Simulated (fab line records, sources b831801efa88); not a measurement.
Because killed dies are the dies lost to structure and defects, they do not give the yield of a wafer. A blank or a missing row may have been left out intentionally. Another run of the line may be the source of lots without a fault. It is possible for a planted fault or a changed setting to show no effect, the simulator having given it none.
Chamber matching	flow sky130	SKY_CAP2M_CVD_00 on pecvd-01: 3 sister chambers
The step deposits SiO2, target thk 15.5 nm. 3 wafers are shown with their chamber, then 8 later ones without.

## WAFERS PAIRED WITH THEIR CHAMBERS
wafer	chamber	heater_power_w (W)
L082.4	1	727
L084.6	0	610
L086.1	2	750

## WAFERS WITHOUT THEIR CHAMBER
wafer	heater_power_w (W)
L086.2	570
L086.4	725
L088.3	715
L088.4	730
L088.5	754
L093.2	730
L093.5	720
L093.6	846

## WHICH CHAMBER EACH WENT THROUGH
wafer	from the rows above	in truth
L086.2	0	0
L086.4	can't be placed: 1 or 2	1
L088.3	can't be placed: 1 or 2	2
L088.4	can't be placed: 1 or 2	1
L088.5	can't be placed: 2 or 1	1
L093.2	can't be placed: 1 or 2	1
L093.5	can't be placed: 1 or 2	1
L093.6	can't be placed: 2 or 1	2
Placed correctly: 1 of 8. From these rows, 7 cannot be placed; in 7 the true chamber is one of the candidates. 0 placed wrongly.
How it was worked out, from the rows above alone: a wafer's distance from a chamber is the root of the sum, over the readings, of the square of ((its reading less the chamber's mean) divided by the reading's scatter). The wafer belongs to the nearest chamber; if the next one is less than 2 further off, it can't be placed. Each chamber's mean is taken over the wafers shown for it. The scatter: with one shown wafer a chamber, the root of the mean of the squares of how far each hidden wafer lies from its nearest shown one.
